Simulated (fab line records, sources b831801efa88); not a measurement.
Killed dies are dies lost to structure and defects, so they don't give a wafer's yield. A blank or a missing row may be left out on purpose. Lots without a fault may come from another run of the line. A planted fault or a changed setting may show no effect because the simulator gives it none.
fab line records | flow sky130
record lots=5 wafers=15 last_day=50
route steps=708 shown VIA3@576 METAL4@598 CAP2M@603
lots that met no fault: from a run of the same line without faults
start_h: hours from the record's first day to the start of the lot's first wafer shown | wait_h: hours since the lot's step before | " the same as in the row above | L1.1+2: a row that stands for several wafers | - no value, or no start given | * or withheld: withheld | < > ~ a bound
route shown NAME@n: a module of which the file shows steps, and the number in the route of the first | usual: mean/standard deviation of fault-free wafers | same: alike in all rows | chamber/n: place in a boat | sites: the reading at each site | _std_site: their standard deviation | _edge_site: outer sites' mean less inner sites' | radius_mm: how far each site lies from the wafer's centre | mask NAME#n: copy n | behind: the tool/chamber that last shaped the wafer | hold: why the lot was held/for how many hours/how that ended | device: the transistor (n, p or np) that didn't switch | end of line: the same wafers' tests at the end of the route | a step without rows: its recipe alone | killed: dies lost to structure and defects at the first sort, not the wafer's yield | map: a wafer's dies, x killed, . not, _ none there
set.NAME: the setting as run; set.NAME@STEP: as run at that earlier step | model.NAME: the simulator's own value behind a step, which no gauge read
lots at some steps of the route; a table a step, a row a wafer
services: from which hour (start_h, from the record's first day; less than 0 if before it) a tool's chamber was out of use, for how many hours, and why
## steps
# step SKY_VIA3_BOW_MEAS_03
# recipe mode=bow
# usual VIA3_BOW=80/7.8
# columns lot.wafer tool chamber start_h wait_h VIA3_BOW[um]
L085.3 film_metro-03 - 986.17 0.2 81
L085.4 " - " " 80
L085.6 " - " " 79
L087.1 film_metro-03 - 997.47 0.1 71
L087.2 " - " " 74
L087.5 " - " " 96
L091.2 film_metro-02 - 1028.46 0.2 83
L091.3 " - " " 87
L091.6 " - " " 73
L094.2 film_metro-01 - 1038.96 0.3 78
L094.5 " - " " 78
L094.6 " - " " 77
L095.2 film_metro-03 - 1052.90 0.3 75
L095.4 " - " " 67
L095.5 " - " " 77
# step SKY_VIA3_DEHYDRATE_04
# recipe temp_c=200 time_s=60
# columns lot.wafer tool chamber start_h wait_h
L085.3+4+6 litho_track-02 0 997.02 10.8
L087.1+2+5 litho_track-01 0 1008.47 11.0
L091.2+3+6 litho_track-02 0 1038.69 10.2
L094.2+5+6 litho_track-01 0 1049.80 10.8
L095.2+4+5 litho_track-01 0 1063.35 10.4
# step SKY_VIA3_HMDS_05
# recipe prime_time_s=60 prime_temp_c=120
# columns lot.wafer tool chamber start_h wait_h
L085.3+4+6 litho_track-02 0 997.17 0.1
L087.1+2+5 litho_track-01 0 1008.62 0.1
L091.2+3+6 litho_track-02 0 1038.84 0.1
L094.2+5+6 litho_track-01 0 1049.95 0.1
L095.2+4+5 litho_track-01 0 1063.50 0.1
# step SKY_VIA3_COAT_06
# recipe resist=BARC temp_c=withheld time_s=withheld spin_rpm=3000 resist_thk_nm=60
# columns lot.wafer tool chamber start_h wait_h
L085.3+4+6 litho_track-02 0 997.32 0.1
L087.1+2+5 litho_track-01 0 1008.77 0.1
L091.2+3+6 litho_track-02 0 1038.99 0.1
L094.2+5+6 litho_track-01 0 1050.10 0.1
L095.2+4+5 litho_track-01 0 1063.65 0.1
# step SKY_VIA3_COAT_07
# recipe resist=KrF-thick spin_rpm=3000 resist_thk_nm=450
# columns lot.wafer tool chamber start_h wait_h
L085.3+4+6 litho_track-02 0 - -
L087.1+2+5 litho_track-01 0 - -
L091.2+3+6 litho_track-02 0 - -
L094.2+5+6 litho_track-01 0 - -
L095.2+4+5 litho_track-01 0 - -
# step SKY_VIA3_SOFTBAKE_08
# recipe temp_c=100 time_s=90 resist=KrF-thick
# columns lot.wafer tool chamber start_h wait_h
L085.3+4+6 litho_track-02 0 - -
L087.1+2+5 litho_track-01 0 - -
L091.2+3+6 litho_track-02 0 - -
L094.2+5+6 litho_track-01 0 - -
L095.2+4+5 litho_track-01 0 - -
# step SKY_VIA3_EXPOSE_09
# recipe mask_id=VIM3 na=0.8 source_shape=annular sigma_inner=0.55 sigma_outer=0.85 target_cd_nm=200 dose_mj=38
# same sigma_inner=0.55
# columns lot.wafer tool chamber start_h wait_h mask
L085.3+4+6 krf_scanner-01 0 - - VIM3#0
L087.1+2+5 krf_scanner-02 0 - - VIM3#0
L091.2+3+6 krf_scanner-01 0 - - VIM3#0
L094.2+5+6 krf_scanner-01 0 - - VIM3#0
L095.2+4+5 krf_scanner-02 0 - - VIM3#0
# step SKY_VIA3_PEB_10
# recipe peb_temp_c=withheld peb_time_s=withheld resist=KrF-thick
# columns lot.wafer tool chamber start_h wait_h
L085.3+4+6 litho_track-02 0 - -
L087.1+2+5 litho_track-02 0 - -
L091.2+3+6 litho_track-02 0 - -
L094.2+5+6 litho_track-02 0 - -
L095.2+4+5 litho_track-01 0 - -
# step SKY_VIA3_DEVELOP_11
# recipe develop_time_s=60 resist=KrF-thick dev_temp_c=21
# usual developer_temp_C=20.98/0.11
# columns lot.wafer tool chamber start_h wait_h developer_temp_C
L085.3 litho_track-02 0 - - 21.06
L085.4 " 0 " " 20.97
L085.6 " 0 " " 21.09
L087.1 litho_track-02 0 - - 21.05
L087.2 " 0 " " 21.10
L087.5 " 0 " " 21.04
L091.2 litho_track-02 0 - - 20.84
L091.3 " 0 " " 21.08
L091.6 " 0 " " 20.88
L094.2 litho_track-02 0 - - 20.97
L094.5 " 0 " " 21.07
L094.6 " 0 " " 21.13
L095.2 litho_track-01 0 - - 21.00
L095.4 " 0 " " 21.01
L095.5 " 0 " " 20.92
# step SKY_VIA3_CD_MEAS_12
# recipe target_cd_nm=200
# usual cd_nm=199.6/1.6
# columns lot.wafer tool chamber start_h wait_h cd_nm
L085.3 cd_sem-02 - 1009.41 - 201.4
L085.4 " - " " 198.9
L085.6 " - " " 199.8
L087.1 cd_sem-01 - 1020.82 - 200.9
L087.2 " - " " 199.9
L087.5 " - " " 200.7
L091.2 cd_sem-01 - 1050.79 - 200.5
L091.3 " - " " 200.7
L091.6 " - " " 199.6
L094.2 cd_sem-02 - 1061.39 - 202.4
L094.5 " - " " 202.1
L094.6 " - " " 200.5
L095.2 cd_sem-02 - 1075.24 - 198.4
L095.4 " - " " 198.9
L095.5 " - " " 199.4
# step SKY_VIA3_OVL_MEAS_13
# usual VIA3_OVL=-1/6.8
# columns lot.wafer tool chamber start_h wait_h VIA3_OVL[nm]
L085.3 overlay-02 - 1009.50 0.1 12
L085.4 " - " " 3
L085.6 " - " " 3
L087.1 overlay-02 - 1020.94 0.1 -10
L087.2 " - " " -10
L087.5 " - " " -10
L091.2 overlay-01 - 1050.90 0.1 -4
L091.3 " - " " -1
L091.6 " - " " 2
L094.2 overlay-01 - 1061.50 0.1 -1
L094.5 " - " " -3
L094.6 " - " " 7
L095.2 overlay-01 - 1075.35 0.1 3
L095.4 " - " " -6
L095.5 " - " " 2
# step SKY_VIA3_ETCH_14
# recipe chemistry=N2/H2 target=BARC ion_energy_ev=200 source_w=500 bias_w=100 pressure_mtorr=30 n2_flow_sccm=100 h2_flow_sccm=200 stop_on=SiO2 time_s=45.9 target_depth_a=600
# usual drypump_motor_current_A=5.7/0.48 n2_flow_sccm=100.0/0.31 oes_product_au=0.855/0.005 throttle_valve_pct=13.225/0.0082
# columns lot.wafer tool chamber start_h wait_h drypump_motor_current_A n2_flow_sccm oes_product_au rf_hours_counter_h throttle_valve_pct
L085.3 rie_diel-01 0 1009.52 0.0 5.8 99.9 0.859 16 13.234
L085.4 " 1 " " 5.2 100.3 0.853 18 13.227
L085.6 " 2 " " 5.3 100.1 0.851 - 13.209
L087.1 rie_diel-02 3 1020.97 0.0 6.2 99.3 0.858 17 13.227
L087.2 " 2 " " 5.9 99.9 0.864 8 13.227
L087.5 " 2 " " 5.9 100.5 0.856 - 13.228
L091.2 rie_diel-01 2 1050.93 0.0 5.3 100.0 0.853 16 13.233
L091.3 " 3 " " 5.0 99.7 0.858 27 13.232
L091.6 " 3 " " 5.1 99.8 0.855 - 13.223
L094.2 rie_diel-02 1 1061.53 0.0 6.6 100.3 0.851 15 13.231
L094.5 " 1 " " 6.6 99.9 0.860 - 13.227
L094.6 " 2 " " 5.9 100.0 0.855 - 13.242
L095.2 rie_diel-01 1 1075.38 0.0 5.2 99.7 0.861 19 13.222
L095.4 " 3 " " 5.0 100.0 0.864 28 13.234
L095.5 " 1 " " 5.2 100.1 0.847 - 13.234
# step SKY_VIA3_ETCH_15
# recipe target=SiO2 chemistry=C4F8/O2/Ar target_depth_nm=507 stop_on=TiN mask_material=KrF-thick source_w=1500 bias_w=1200 pressure_mtorr=40 c4f8_flow_sccm=withheld O2_flow_sccm=6 Ar_flow_sccm=300 time_s=78
# usual oes_product_au=0.946/0.0045
# columns lot.wafer tool chamber start_h wait_h oes_product_au rf_hours_counter_h
L085.3 rie_diel-01 0 1009.57 0.0 0.952 16
L085.4 " 1 " " 0.944 18
L085.6 " 2 " " 0.938 -
L087.1 rie_diel-02 3 1021.02 0.0 0.944 17
L087.2 " 2 " " 0.941 8
L087.5 " 2 " " 0.946 -
L091.2 rie_diel-01 2 1050.97 0.0 0.949 16
L091.3 " 3 " " 0.938 27
L091.6 " 3 " " 0.943 -
L094.2 rie_diel-02 1 1061.57 0.0 0.948 15
L094.5 " 1 " " 0.954 -
L094.6 " 2 " " 0.938 -
L095.2 rie_diel-01 1 1075.42 0.0 0.950 19
L095.4 " 3 " " 0.939 28
L095.5 " 1 " " 0.941 -
# step SKY_VIA3_STRIP_16
# recipe chemistry=O2/N2 power_w=1400 pressure_mtorr=1500 platen_temp_c=withheld o2_flow_sccm=3000 n2_flow_sccm=300 overash_fraction=0.5
# usual drypump_motor_current_A=5.65/0.17 n2_flow_sccm=300.1/0.99 oes_product_au=0.402/0.0042 strip_time_to_endpoint_s=4.130/0.02
# columns lot.wafer tool chamber start_h wait_h drypump_motor_current_A n2_flow_sccm oes_product_au rf_hours_counter_h strip_time_to_endpoint_s
L085.3 plasma_asher-03 0 1009.66 0.1 5.83 299.7 0.401 - 4.149
L085.4 " 1 " " 5.39 299.9 0.398 - 4.159
L085.6 " 1 " " 5.39 299.7 0.406 - 4.129
L087.1 plasma_asher-02 1 1021.08 0.0 5.86 301.3 0.405 87 4.165
L087.2 " 0 " " 5.61 298.9 0.406 87 4.141
L087.5 " 0 " " 5.61 300.0 0.403 - 4.128
L091.2 plasma_asher-03 0 1051.03 0.0 5.85 299.8 0.394 29 4.090
L091.3 " 1 " " 5.39 301.3 0.409 - 4.121
L091.6 " 0 " " 5.86 299.3 0.401 - 4.107
L094.2 plasma_asher-01 0 1061.63 0.0 5.50 299.9 0.400 63 4.138
L094.5 " 1 " " 5.76 298.7 0.406 - 4.154
L094.6 " 0 " " 5.50 299.7 0.402 - 4.159
L095.2 plasma_asher-01 0 1075.48 0.0 5.48 300.0 0.407 65 4.114
L095.4 " 0 " " 5.47 300.1 0.403 - 4.121
L095.5 " 1 " " 5.74 301.4 0.399 - 4.104
# step SKY_VIA3_STRIP_17
# recipe chemistry=post_etch_residue_remover time_s=1200 temp_c=72.5
# columns lot.wafer tool chamber start_h wait_h
L085.3+4+6 wet_bench-01 3 1009.73 0.0
L087.1+2+5 wet_bench-03 1 1021.18 0.1
L091.2+3+6 wet_bench-01 1 1051.13 0.1
L094.2+5+6 wet_bench-03 3 1061.73 0.1
L095.2+4+5 wet_bench-01 3 1075.58 0.1
# step SKY_VIA3_CLEAN_18
# recipe chemistry=IPA time_s=180 temp_c=25
# columns lot.wafer tool chamber start_h wait_h
L085.3+4+6 wet_bench-02 2 1010.10 0.0
L087.1+2+5 wet_bench-01 1 1021.52 0.0
L091.2+3+6 wet_bench-02 2 1051.47 0.0
L094.2+5+6 wet_bench-02 1 1062.10 0.0
L095.2+4+5 wet_bench-03 1 1075.95 0.0
# step SKY_VIA3_CLEAN_19
# recipe chemistry=O3/DIW dry=n2_spin
# columns lot.wafer tool chamber start_h wait_h
L085.3+4+6 wet_bench-01 2 1010.16 0.0
L087.1+2+5 wet_bench-02 1 1021.58 0.0
L091.2+3+6 wet_bench-02 0 1051.53 0.0
L094.2+5+6 wet_bench-01 2 1062.16 0.0
L095.2+4+5 wet_bench-01 1 1076.01 0.0
# step SKY_VIA3_SPUTTER_20
# recipe material=TiN target_thk_nm=20 chamber_pressure_pa=5 power_w=4000 time_s=80
# usual cathode_dc_power_W=3999.9/0.69 throttle_valve_pct=30.1/0.79
# columns lot.wafer tool chamber start_h wait_h cathode_dc_power_W throttle_valve_pct
L085.3 pvd_sputter-03 - 1010.26 0.0 3999.4 30.3
L085.4 " - " " 3999.5 29.7
L085.6 " - " " 4000.6 30.2
L087.1 pvd_sputter-01 - 1021.67 0.0 3999.8 30.0
L087.2 " - " " 4000.1 30.6
L087.5 " - " " 3998.7 31.0
L091.2 pvd_sputter-02 - 1051.62 0.0 3999.9 29.7
L091.3 " - " " 4000.4 31.7
L091.6 " - " " 4000.5 29.5
L094.2 pvd_sputter-01 - 1062.25 0.0 4001.0 30.9
L094.5 " - " " 4001.3 30.7
L094.6 " - " " 3999.8 29.9
L095.2 pvd_sputter-02 - 1076.11 0.0 4000.3 29.9
L095.4 " - " " 3998.8 29.3
L095.5 " - " " 3999.8 29.3
# step SKY_VIA3_CVD_21
# recipe material=W target_thk_nm=390 time_s=117.31 temp_c=400 pressure_torr=40
# usual heater_power_w=818/76 susceptor_temp_C=400.02/0.21
# columns lot.wafer tool chamber start_h wait_h heater_power_w susceptor_temp_C
L085.3 cvd_w-01 0 1010.36 0.1 862 400.08
L085.4 " 1 " " 901 399.89
L085.6 " 0 " " 852 400.30
L087.1 cvd_w-02 0 1021.73 0.0 704 400.10
L087.2 " 0 " " 704 400.05
L087.5 " 0 " " 723 400.03
L091.2 cvd_w-01 1 1051.68 0.0 875 400.14
L091.3 " 0 " " 855 400.17
L091.6 " 1 " " 907 400.41
L094.2 cvd_w-01 1 1062.31 0.0 880 399.79
L094.5 " 0 " " 868 400.31
L094.6 " 1 " " 927 400.04
L095.2 cvd_w-01 0 1076.18 0.0 874 400.34
L095.4 " 1 " " 914 399.76
L095.5 " 1 " " 897 400.21
# step SKY_VIA3_RS_MEAS_22
# recipe thk_meas_gauge=four-point-probe reads=W_of_VIA3_CVD_21+TiN_of_VIA3_SPUTTER_20
# usual VIA3_W_RS=0.297/0.0033
# columns lot.wafer tool chamber start_h wait_h VIA3_W_RS[ohm/sq]
L085.3 film_metro-03 - 1010.48 0.1 0.301
L085.4 " - " " 0.299
L085.6 " - " " 0.303
L087.1 film_metro-02 - 1021.98 0.2 0.292
L087.2 " - " " 0.295
L087.5 " - " " 0.295
L091.2 film_metro-03 - 1051.82 0.1 0.294
L091.3 " - " " 0.300
L091.6 " - " " 0.293
L094.2 film_metro-01 - 1062.45 0.1 0.290
L094.5 " - " " 0.293
L094.6 " - " " 0.295
L095.2 film_metro-03 - 1076.32 0.1 0.298
L095.4 " - " " 0.298
L095.5 " - " " 0.294
# step SKY_VIA3_THK_MEAS_23
# recipe thk_meas_gauge=xrf reads=W_of_VIA3_CVD_21
# usual VIA3_W_THK=385/5.3
# columns lot.wafer tool chamber start_h wait_h VIA3_W_THK[nm]
L085.3 film_metro-03 - 1010.58 0.1 378
L085.4 " - " " 384
L085.6 " - " " 379
L087.1 film_metro-02 - 1022.10 0.1 391
L087.2 " - " " 385
L087.5 " - " " 388
L091.2 film_metro-03 - 1051.93 0.1 387
L091.3 " - " " 380
L091.6 " - " " 391
L094.2 film_metro-01 - 1062.56 0.1 387
L094.5 " - " " 383
L094.6 " - " " 381
L095.2 film_metro-03 - 1076.43 0.1 387
L095.4 " - " " 389
L095.5 " - " " 389
# step SKY_VIA3_CMP_24
# recipe stop_on=SiO2 t_overpolish_s=20 down_force_psi=3.5 platen_rpm=60 target_thk_nm=0 pad_velocity_m_s=0.94248
# usual motor_current_A=11.3/1.1 overpolish_run_s=20.000/0.0087 retaining_ring_pressure_frac=1.001/0.0049 time_to_endpoint_s=93/3
# columns lot.wafer tool chamber start_h wait_h motor_current_A overpolish_run_s retaining_ring_pressure_frac time_to_endpoint_s
L085.4 cmp-02 2 1010.62 0.0 12.2 20.000 1.003 92
L085.3 " 3 " " 11.0 19.983 0.993 92
L085.6 " 2 " " 12.0 20.007 1.007 89
L087.2 cmp-02 1 1022.21 0.1 13.0 19.998 0.999 94
L087.1 " 3 " " 11.2 20.010 0.999 98
L087.5 " 1 " " 13.3 20.005 0.997 98
L091.2 cmp-02 3 1052.03 0.1 10.7 19.996 1.001 94
L091.3 " 0 " " 9.7 19.989 1.005 96
L091.6 " 2 " " 12.4 19.999 1.003 92
L094.2 cmp-01 0 1062.61 0.0 11.1 19.984 0.999 92
L094.6 " 0 " " 10.9 19.994 0.993 90
L094.5 " 1 " " 11.3 19.986 1.011 93
L095.4 cmp-02 3 1076.48 0.0 11.0 19.986 0.995 95
L095.2 " 1 " " 12.9 20.007 1.001 91
L095.5 " 3 " " 11.1 20.003 0.998 97
# step SKY_METAL4_SPUTTER_00
# recipe material=Ti target_thk_nm=15 power_w=3000 time_s=10 chamber_pressure_pa=0.4
# usual cathode_dc_power_W=3000.0/0.58 throttle_valve_pct=30.2/0.72
# columns lot.wafer tool chamber start_h wait_h cathode_dc_power_W throttle_valve_pct
L085.3 pvd_sputter-04 - 1010.92 0.2 3000.5 30.0
L085.4 " - " " 2999.0 31.7
L085.6 " - " " 3000.5 28.9
L087.1 pvd_sputter-03 - 1022.46 0.1 3000.0 30.0
L087.2 " - " " 2999.7 31.0
L087.5 " - " " 3000.4 29.4
L091.2 pvd_sputter-03 - 1052.28 0.2 3000.3 31.1
L091.3 " - " " 2998.6 30.1
L091.6 " - " " 2999.5 30.3
L094.2 pvd_sputter-02 - 1062.91 0.2 2998.6 29.9
L094.5 " - " " 3000.4 31.5
L094.6 " - " " 2999.0 29.2
L095.2 pvd_sputter-03 - 1076.78 0.1 2999.9 30.3
L095.4 " - " " 3000.0 31.0
L095.5 " - " " 2999.4 30.3
# step SKY_METAL4_SPUTTER_01
# recipe material=TiN target_thk_nm=20 power_w=6500 time_s=16.7 chamber_pressure_pa=0.4
# usual cathode_dc_power_W=6500.0/1 throttle_valve_pct=30.2/0.72
# columns lot.wafer tool chamber start_h wait_h cathode_dc_power_W throttle_valve_pct
L085.3 pvd_sputter-04 - 1010.94 0.0 6501.6 30.2
L085.4 " - " " 6499.0 31.8
L085.6 " - " " 6502.1 29.1
L087.1 pvd_sputter-03 - 1022.48 0.0 6500.8 29.9
L087.2 " - " " 6500.6 30.8
L087.5 " - " " 6501.3 29.7
L091.2 pvd_sputter-03 - 1052.30 0.0 6501.4 31.1
L091.3 " - " " 6501.1 30.1
L091.6 " - " " 6499.8 30.2
L094.2 pvd_sputter-02 - 1062.94 0.0 6500.1 30.1
L094.5 " - " " 6500.8 31.2
L094.6 " - " " 6498.8 29.3
L095.2 pvd_sputter-03 - 1076.80 0.0 6499.3 30.4
L095.4 " - " " 6500.0 31.1
L095.5 " - " " 6500.7 30.1
# step SKY_METAL4_SPUTTER_02
# recipe material=AlCu target_thk_nm=735 power_w=10600 time_s=39.1 chamber_pressure_pa=0.4
# usual cathode_dc_power_W=10600/2.1 throttle_valve_pct=30.3/0.72
# columns lot.wafer tool chamber start_h wait_h cathode_dc_power_W throttle_valve_pct
L085.3 pvd_sputter-04 - 1010.97 0.0 10600 30.0
L085.4 " - " " 10601 31.8
L085.6 " - " " 10598 29.3
L087.1 pvd_sputter-03 - 1022.50 0.0 10600 29.9
L087.2 " - " " 10601 31.1
L087.5 " - " " 10603 29.6
L091.2 pvd_sputter-03 - 1052.33 0.0 10596 31.2
L091.3 " - " " 10598 30.2
L091.6 " - " " 10595 30.1
L094.2 pvd_sputter-02 - 1062.96 0.0 10602 29.9
L094.5 " - " " 10599 31.6
L094.6 " - " " 10600 29.4
L095.2 pvd_sputter-03 - 1076.83 0.0 10600 30.2
L095.4 " - " " 10599 31.1
L095.5 " - " " 10602 29.9
# step SKY_METAL4_SPUTTER_03
# recipe material=Ti target_thk_nm=5 power_w=3000 time_s=3.3 chamber_pressure_pa=0.4
# usual cathode_dc_power_W=3000.0/0.58 throttle_valve_pct=30.2/0.72
# columns lot.wafer tool chamber start_h wait_h cathode_dc_power_W throttle_valve_pct
L085.3 pvd_sputter-04 - 1011.01 0.0 2999.0 29.9
L085.4 " - " " 3000.4 31.8
L085.6 " - " " 2999.6 29.3
L087.1 pvd_sputter-03 - 1022.54 0.0 2999.9 29.7
L087.2 " - " " 2999.3 30.9
L087.5 " - " " 2999.9 29.5
L091.2 pvd_sputter-03 - 1052.37 0.0 3000.0 30.8
L091.3 " - " " 2999.2 30.4
L091.6 " - " " 2999.8 30.0
L094.2 pvd_sputter-02 - 1063.00 0.0 3000.5 30.0
L094.5 " - " " 3000.2 31.6
L094.6 " - " " 3000.1 29.2
L095.2 pvd_sputter-03 - 1076.87 0.0 3000.2 30.2
L095.4 " - " " 3000.9 30.7
L095.5 " - " " 3001.4 30.2
# step SKY_METAL4_SPUTTER_04
# recipe material=TiN target_thk_nm=70 power_w=6500 time_s=58.3 chamber_pressure_pa=0.4
# usual cathode_dc_power_W=6499.8/1.2 throttle_valve_pct=30.3/0.72
# columns lot.wafer tool chamber start_h wait_h cathode_dc_power_W throttle_valve_pct
L085.3 pvd_sputter-04 - 1011.03 0.0 6500.5 30.1
L085.4 " - " " 6500.6 32.0
L085.6 " - " " 6501.2 29.3
L087.1 pvd_sputter-03 - 1022.56 0.0 6499.1 29.9
L087.2 " - " " 6500.8 31.1
L087.5 " - " " 6500.2 29.7
L091.2 pvd_sputter-03 - 1052.39 0.0 6499.4 31.0
L091.3 " - " " 6502.7 30.0
L091.6 " - " " 6499.7 30.0
L094.2 pvd_sputter-02 - 1063.02 0.0 6499.1 30.0
L094.5 " - " " 6499.9 31.5
L094.6 " - " " 6499.4 29.0
L095.2 pvd_sputter-03 - 1076.89 0.0 6499.5 30.3
L095.4 " - " " 6500.3 31.0
L095.5 " - " " 6498.9 30.1
# step SKY_CAP2M_CVD_00
# recipe material=SiO2 target_thk_nm=15.5 temp_c=400 time_s=withheld rf_w=450
# usual heater_power_w=666/110 susceptor_temp_C=399.98/0.23
# columns lot.wafer tool chamber start_h wait_h heater_power_w susceptor_temp_C
L085.3 pecvd-03 1 1011.08 0.0 558 399.94
L085.4 " 1 " " 537 400.21
L085.6 " 2 " " 795 400.50
L087.1 pecvd-03 1 1022.61 0.0 518 399.98
L087.2 " 2 " " 838 400.07
L087.5 " 2 " " 857 400.25
L091.2 pecvd-04 2 1052.44 0.0 640 399.94
L091.3 " 1 " " 643 400.17
L091.6 " 1 " " 651 400.04
L094.2 pecvd-04 2 1063.07 0.0 597 399.60
L094.5 " 1 " " 690 399.65
L094.6 " 0 " " 600 400.16
L095.2 pecvd-04 1 1076.93 0.0 673 399.73
L095.4 " 0 " " 599 400.24
L095.5 " 2 " " 607 399.84
# step SKY_CAP2M_THK_MEAS_01
# recipe reads=SiO2_of_CAP2M_CVD_00
# usual CAP2M_CVD_00_THK=15.45/0.18
# columns lot.wafer tool chamber start_h wait_h CAP2M_CVD_00_THK[nm]
L085.3 film_metro-02 - 1011.12 - 15.14
L085.4 " - " " 15.50
L085.6 " - " " 15.41
L087.1 film_metro-02 - 1022.63 - 15.23
L087.2 " - " " 15.02
L087.5 " - " " 15.62
L091.2 film_metro-04 - 1052.47 - 15.14
L091.3 " - " " 15.41
L091.6 " - " " 15.43
L094.2 film_metro-04 - 1063.10 - 15.33
L094.5 " - " " 15.55
L094.6 " - " " 15.52
L095.2 film_metro-04 - 1076.97 - 15.18
L095.4 " - " " 15.47
L095.5 " - " " 15.53
# step SKY_CAP2M_SPUTTER_02
# recipe material=TiN target_thk_nm=200 temp_c=300 power_w=6500 time_s=166.7 chamber_pressure_pa=0.4
# usual cathode_dc_power_W=6500.1/1.2 susceptor_temp_C=300.04/0.2 throttle_valve_pct=30.3/0.57
# columns lot.wafer tool chamber start_h wait_h cathode_dc_power_W susceptor_temp_C throttle_valve_pct
L085.3 pvd_sputter-03 - 1011.16 0.0 6498.8 299.89 30.2
L085.4 " - " " 6499.5 300.01 29.5
L085.6 " - " " 6499.1 300.03 30.1
L087.1 pvd_sputter-01 - 1022.69 0.1 6500.7 300.14 29.7
L087.2 " - " " 6498.8 300.01 30.5
L087.5 " - " " 6502.0 299.81 30.1
L091.2 pvd_sputter-01 - 1052.52 0.0 6501.2 299.82 30.7
L091.3 " - " " 6500.1 299.77 30.2
L091.6 " - " " 6501.2 299.85 30.0
L094.2 pvd_sputter-04 - 1063.15 0.0 6498.8 299.80 30.1
L094.5 " - " " 6500.6 299.85 30.1
L094.6 " - " " 6500.4 300.19 29.9
L095.2 pvd_sputter-01 - 1077.02 0.0 6498.8 299.92 29.8
L095.4 " - " " 6500.5 300.05 31.0
L095.5 " - " " 6500.1 300.35 29.9
# step SKY_CAP2M_RS_MEAS_03
# recipe thk_meas_gauge=four-point-probe reads=TiN_of_CAP2M_SPUTTER_02
# usual CAP2M_TIN_RS=6.90/0.068
# columns lot.wafer tool chamber start_h wait_h CAP2M_TIN_RS[ohm/sq]
L085.3 film_metro-01 - 1011.31 0.1 7.02
L085.4 " - " " 6.90
L085.6 " - " " 6.89
L087.1 film_metro-01 - 1022.80 0.1 6.80
L087.2 " - " " 6.83
L087.5 " - " " 6.78
L091.2 film_metro-02 - 1052.65 0.1 6.87
L091.3 " - " " 6.92
L091.6 " - " " 6.97
L094.2 film_metro-04 - 1063.28 0.1 6.84
L094.5 " - " " 6.85
L094.6 " - " " 6.87
L095.2 film_metro-02 - 1077.15 0.1 6.85
L095.4 " - " " 6.88
L095.5 " - " " 6.85
# step SKY_CAP2M_THK_MEAS_04
# recipe thk_meas_gauge=xrf reads=TiN_of_CAP2M_SPUTTER_02
# usual CAP2M_TIN_THK=199.7/2
# columns lot.wafer tool chamber start_h wait_h CAP2M_TIN_THK[nm]
L085.3 film_metro-01 - 1011.41 0.1 196.2
L085.4 " - " " 201.1
L085.6 " - " " 200.6
L087.1 film_metro-01 - 1022.92 0.1 203.5
L087.2 " - " " 202.8
L087.5 " - " " 203.2
L091.2 film_metro-02 - 1052.76 0.1 199.2
L091.3 " - " " 199.4
L091.6 " - " " 198.8
L094.2 film_metro-04 - 1063.39 0.1 201.2
L094.5 " - " " 200.6
L094.6 " - " " 200.3
L095.2 film_metro-02 - 1077.26 0.1 201.3
L095.4 " - " " 200.6
L095.5 " - " " 200.6
# step SKY_CAP2M_DEHYDRATE_05
# recipe temp_c=200 time_s=60
# columns lot.wafer tool chamber start_h wait_h
L085.3+4+6 litho_track-03 0 1022.63 11.2
L087.1+2+5 litho_track-02 0 1033.47 10.5
L091.2+3+6 litho_track-01 0 1062.75 10.0
L094.2+5+6 litho_track-02 0 1073.74 10.3
L095.2+4+5 litho_track-03 0 1087.06 9.8
# step SKY_CAP2M_HMDS_06
# recipe prime_time_s=60 prime_temp_c=120
# columns lot.wafer tool chamber start_h wait_h
L085.3+4+6 litho_track-03 0 1022.78 0.1
L087.1+2+5 litho_track-02 0 1033.62 0.1
L091.2+3+6 litho_track-01 0 1062.90 0.1
L094.2+5+6 litho_track-02 0 1073.89 0.1
L095.2+4+5 litho_track-03 0 1087.21 0.1
# step SKY_CAP2M_COAT_07
# recipe resist=NOVOLAK spin_rpm=3000 resist_thk_nm=1140
# columns lot.wafer tool chamber start_h wait_h
L085.3+4+6 litho_track-03 0 1022.93 0.1
L087.1+2+5 litho_track-02 0 1033.77 0.1
L091.2+3+6 litho_track-01 0 1063.05 0.1
L094.2+5+6 litho_track-02 0 1074.04 0.1
L095.2+4+5 litho_track-03 0 1087.36 0.1
# step SKY_CAP2M_SOFTBAKE_08
# recipe temp_c=90 time_s=60 resist=NOVOLAK
# columns lot.wafer tool chamber start_h wait_h
L085.3+4+6 litho_track-03 0 1023.08 0.1
L087.1+2+5 litho_track-02 0 1033.92 0.1
L091.2+3+6 litho_track-01 0 1063.20 0.1
L094.2+5+6 litho_track-02 0 1074.19 0.1
L095.2+4+5 litho_track-03 0 1087.51 0.1
# step SKY_CAP2M_EXPOSE_09
# recipe mask_id=CAP2M na=0.6 source_shape=conventional sigma_outer=0.6 polarization=unpolarized target_cd_nm=1000 dose_mj=159
# columns lot.wafer tool chamber start_h wait_h mask
L085.3+4+6 iline_stepper-01 0 - - CAP2M#0
L087.1+2+5 iline_stepper-02 0 - - CAP2M#0
L091.2+3+6 iline_stepper-02 0 - - CAP2M#0
L094.2+5+6 iline_stepper-02 0 - - CAP2M#0
L095.2+4+5 iline_stepper-02 0 - - CAP2M#0
# step SKY_CAP2M_PEB_10
# recipe temp_c=withheld time_s=* resist=NOVOLAK
# columns lot.wafer tool chamber start_h wait_h
L085.3+4+6 litho_track-03 0 - -
L087.1+2+5 litho_track-03 0 - -
L091.2+3+6 litho_track-01 0 - -
L094.2+5+6 litho_track-03 0 - -
L095.2+4+5 litho_track-02 0 - -
## services
# columns tool chamber start_h hours kind
pecvd-04 2 973.61 4.2 repair
rie_diel-02 3 974.01 12.0 repair
krf_scanner-02 - 974.83 3.0 pm
pecvd-03 - 975.01 17.5 repair
krf_scanner-01 - 981.18 0.8 pm
pvd_sputter-04 - 1002.12 4.5 repair
cvd_w-01 0 1005.84 2.9 repair
krf_scanner-01 - 1007.38 10.5 repair
rie_diel-01 - 1028.10 4.2 repair
wet_bench-02 - 1045.88 1.9 pm
pvd_sputter-01 - 1046.20 4.0 repair
krf_scanner-01 - 1052.41 1.0 pm
rie_diel-01 1 1053.00 20.2 repair
pvd_sputter-02 - 1054.42 3.2 repair
cmp-02 - 1054.84 4.6 pm
rie_diel-01 - 1056.77 2.8 pm
krf_scanner-01 - 1064.37 4.4 pm
krf_scanner-01 - 1075.01 1.3 pm
cmp-02 - 1084.12 4.0 pm
pecvd-04 1 1084.51 4.8 repair
rie_diel-02 - 1090.71 2.8 pm
iline_stepper-02 - 1092.17 6.2 repair
pvd_sputter-04 - 1093.18 4.2 repair
cvd_w-01 - 1097.49 0.8 repair
## key
fault none
